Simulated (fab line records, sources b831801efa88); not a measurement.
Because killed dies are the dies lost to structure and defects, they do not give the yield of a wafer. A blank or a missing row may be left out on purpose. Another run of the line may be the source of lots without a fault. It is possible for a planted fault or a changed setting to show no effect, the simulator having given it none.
Code-filled problem report in 8D (eight disciplines) form || flow sky130 || the parts of the form that need people (team, actions taken, sign-off) are left out

## 1. THE ISSUE
PASSIVATION_CVD_00_THK at SKY_PASSIVATION_THK_MEAS_01 reads a mean of 80.8 nm on 1 wafer of 1 lot; wafers without a fault read 90.0 nm with a standard deviation of 1. That is -9.2 standard deviations from the usual mean.
First observed at day 48 19:56: wafer L873.3, on film metro-01. Wafers with a number at this step in the record: 33, from 11 lots. The rule behind "out" and "out of limits": a value lying over 4 standard deviations away from the usual mean. Any other wafer with a number is counted as sound.

## 2. WHAT IT IS, WHAT IT ISN'T
{"question": "which readings at this step", "is": "PASSIVATION_CVD_00_THK", "is not": "-"}
{"question": "which lots", "is": "L873", "is not": "L854, L856, L857, L858, L859, L861, L862, L863, L864, L876"}
{"question": "which wafers of those lots", "is": "L873.3", "is not": "L873.1, L873.6"}
{"question": "read on which gauges", "is": "film metro-01", "is not": "film metro-02, film metro-04"}
{"question": "when", "is": "from day 48 19:56", "is not": "up to then (29 sound wafers); but 3 sound wafers of L876 came after"}

## 3. WHAT RULES OUT EACH SUSPECT
Counting: any tool at a process step up to the reading remains a suspect provided it ran every lot that is out. Sound lots after the first of them don't rule it out here, since some wafers of a struck lot are sound.
- the gauge at SKY_PASSIVATION_THK_MEAS_01: kept. All the wafers that are out were read on film metro-01, and no step on other tools shows them out.
- plasma asher-02 at SKY_CAP2M_STRIP_14 (strips in O2/N2): kept. The lot that is out, L873, ran on it at day 46 07:06; the last sound lot it ran before that was L864, at day 43 12:59.
- rie diel-03 at SKY_VIA4_ETCH_12 (etches SiO2 in C4F8/O2/Ar, stops on TiN, target depth 580 nm): kept. The lot that is out, L873, ran on it at day 47 22:29; the last sound lot it ran before that was L856, at day 43 21:59.
- pvd sputter-01 at SKY_METAL5_SPUTTER_02 (material AlCu, target thk 1150 nm, time 61.2 s): kept. The lot that is out, L873, ran on it at day 48 00:10; the last sound lot it ran before that was L864, at day 45 12:35.
- pecvd-02 at SKY_PASSIVATION_CVD_00 (deposits SiO2, target thk 90 nm): kept. The lot that is out, L873, ran on it at day 48 19:55; the last sound lot it ran before that was L861, at day 46 03:13.
- Within rie diel-03 at SKY_VIA4_ETCH_12, the wafers that are out were processed in chamber 1 and their sound lot-mates in chamber 2.
- Within pecvd-02 at SKY_PASSIVATION_CVD_00, the wafers that are out were processed in chamber 0 and their sound lot-mates in chamber 1.
Left after counting: plasma asher-02 at SKY_CAP2M_STRIP_14, rie diel-03 at SKY_VIA4_ETCH_12, pvd sputter-01 at SKY_METAL5_SPUTTER_02, pecvd-02 at SKY_PASSIVATION_CVD_00, film metro-01 at SKY_PASSIVATION_THK_MEAS_01.

## 4. THE CAUSE (what the simulator had put in)
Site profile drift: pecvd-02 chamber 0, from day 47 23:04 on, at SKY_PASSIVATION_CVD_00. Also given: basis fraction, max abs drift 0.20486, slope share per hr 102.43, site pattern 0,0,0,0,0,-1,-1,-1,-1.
Counting left 5 suspects, and this tool is among them.

## 5. SEQUENCE OF EFFECTS, ordered by route
Each row: a reading where the mean over the struck wafers with a number is more than 3 standard deviations away from the usual. Only readings for which the record gives a usual standard deviation are gone through. hours: the time from each lot's start at the first step in this table that gives one to its start at this step, as a median over the lots. sigmas: the change in usual standard deviations.
{"hours": 0, "step": "SKY_PASSIVATION_THK_MEAS_01", "reading": "PASSIVATION_CVD_00_THK", "usual": "90.0 nm", "on struck wafers": 80.8, "change": -9.2, "sigmas": -9.2}

## 6. HOW IT WOULD HAVE BEEN CAUGHT EARLIER
Counted from the fault's start at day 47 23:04, it took 21 hours until the first out-of-limits reading at a measuring or inspecting step in this record, taken at day 48 19:56.
No tool reading at SKY_PASSIVATION_CVD_00 that has a usual standard deviation in the record was out on any struck wafer, so an alarm limit of 4 standard deviations on those readings would not have fired.
By day 48 19:56 the whole set of lots that are out, 1 in number, had already begun SKY_PASSIVATION_CVD_00 on pecvd-02. Holding the tool at that point would not have protected any of them.
